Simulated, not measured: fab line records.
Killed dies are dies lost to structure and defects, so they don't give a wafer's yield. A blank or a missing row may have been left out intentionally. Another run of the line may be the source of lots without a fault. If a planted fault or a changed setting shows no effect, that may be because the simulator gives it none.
Comparing a struck lot with a sound one -- flow gf180mcu -- 20 out of 602 route steps
Sound: the wafers L163.1, L163.4, L163.6. Wafers struck: L173.2, L173.3, L173.4. The cause comes at the end.
Each step with rows lists, per side, the tool, then ch with its chambers, then its first start. Under that, the readings that differ: sound wafers -- struck wafers -- difference of the means -- sigmas: that difference in standard deviations of wafers without a fault.
alike: same words and numbers on both sides, and readings whose means sit less than 2 such deviations apart. not compared: any withheld reading, any reading some wafer has no value for, any bound like >300 that may hide the same value, and any number with overlapping values for which the record gives no deviation.
The two part at a step that has a row with sigmas, a row that says differs or no value, or rows on one side only. When numbers do not overlap yet have no deviation, they are printed without sigmas and do not part them. A reading missing from all wafers of one side parts the sides only when that side holds two or more wafers.

first, 1 step without rows for these wafers: GF_DUAL_GATE_WET_ETCH_12 (etches SiO2 in dHF, target depth 13 nm, time 260 s).
GF_DUAL_GATE_STRIP_13: strips in O2/N2.
  sound on plasmaAsher-04 ch 0,1, day 11 12:46; struck on plasmaAsher-02 ch 0,1, day 14 09:55
reading,sound,struck,difference,sigmas
heaterPowerW (W),327 384 361,315 317 302,-46,-2
  alike: drypumpMotorCurrentA, oesProductAu, stripTimeToEndpointS
  not compared: rfHoursCounterH
then, 3 steps without rows for these wafers: GF_DUAL_GATE_CLEAN_14 (cleans in SC1/SC2, time 150 s); GF_DUAL_GATE_OXIDATION_15 (stabilise 600 s, purge 300 s, target thk 7.098 nm); GF_POLY_GATE_CVD_00 (deposits poly-Si, target thk 200 nm, time 1200 s).
GF_POLY_GATE_THK_MEAS_01:
  struck on filmMetro-04, day 14 13:48; sound on filmMetro-04, day 11 16:54
  alike: POLY_GATE_CVD_00_THK
then, 6 steps without rows for these wafers: GF_POLY_GATE_DEHYDRATE_02 (time 60 s); GF_POLY_GATE_HMDS_03 (prime time 60 s); GF_POLY_GATE_COAT_04; GF_POLY_GATE_COAT_05 (resist thk 700 nm); GF_POLY_GATE_SOFTBAKE_06 (time 60 s); GF_POLY_GATE_EXPOSE_07 (exposes mask Poly2, target cd 280 nm).
GF_POLY_GATE_PEB_08: peb time 90 s.
  sound on lithoTrack-01 ch 0, day 12 11:26; struck on lithoTrack-02 ch 0, day 15 10:22
reading,sound,struck,difference,sigmas
heaterPowerTotalW (W),85.56 85.60 85.58,81.85 81.98 81.78,-3.71,-43
plateTempC (C),134.87 135.10 134.68,130.39 130.30 130.08,-4.63,-33
then, 1 step without rows for these wafers: GF_POLY_GATE_DEVELOP_09 (develop time 60 s).
GF_POLY_GATE_CD_MEAS_10 targets a cd of 280 nm.
  struck on cdSem-02, day 15 10:59; sound on cdSem-01, day 12 11:47
reading,sound,struck,difference,sigmas
cdNm (nm),281.2 280.2 280.3,295.1 295.3 295.4,+14.7,+15
  not compared: hold
GF_POLY_GATE_OVL_MEAS_11:
  struck on overlay-02, day 15 14:03; sound on overlay-02, day 12 11:55
reading,sound,struck,difference,sigmas
hold,- - -,awaitDispo/3.0h/release awaitDispo/3.0h/release awaitDispo/3.0h/release,no value on the sound wafers,
  alike: POLY_GATE_OVL
GF_POLY_GATE_ETCH_12: etches BARC in N2/H2.
  sound on rieDiel-02 ch 1,3, day 12 11:56; struck on rieDiel-04 ch 0,2,3, day 15 14:05
reading,sound,struck,difference,sigmas
model.POLY_GATE.cdNm (nm),281 279.9 279.9,295.6 295.8 293.6,+14.7,
  alike: drypumpMotorCurrentA, oesProductAu, throttleValvePct
GF_POLY_GATE_ETCH_13: etches poly-Si in HBr/Cl2, stops on SiO2, target depth 198.5 nm, time 69.6 s.
  sound on rieSi-02 ch 0,1, day 12 11:59; struck on rieSi-02 ch 1,2,3, day 15 14:08
reading,sound,struck,difference,sigmas
model.POLY_GATE.cdNm (nm),281.6 280.4 280.6,295.3 295.3 294.5,+14.2,
  alike: drypumpMotorCurrentA, oesProductAu, throttleValvePct
  not compared: rfHoursCounterH
GF_POLY_GATE_STRIP_14: strips in O2/N2.
  sound on plasmaAsher-04 ch 0,1, day 12 12:03; struck on plasmaAsher-04 ch 0,1, day 15 14:17
  alike: drypumpMotorCurrentA, heaterPowerW, oesProductAu
  not compared: rfHoursCounterH
-- a jump in the record: the struck wafers' starts before and after are 19 days apart (it breaks off in module POLY_GATE and resumes in module PASSIVATION, where the first step shown is number 602 of the route) --
GF_PASSIVATION_PROBE_99:
  the record has rows for the struck wafers here (prober-01, day 34 14:46) and none for the sound ones

## WHERE THEY PART
Earliest at GF_DUAL_GATE_STRIP_13; latest, in this record, at GF_PASSIVATION_PROBE_99.

WHY: whatever the simulator had introduced
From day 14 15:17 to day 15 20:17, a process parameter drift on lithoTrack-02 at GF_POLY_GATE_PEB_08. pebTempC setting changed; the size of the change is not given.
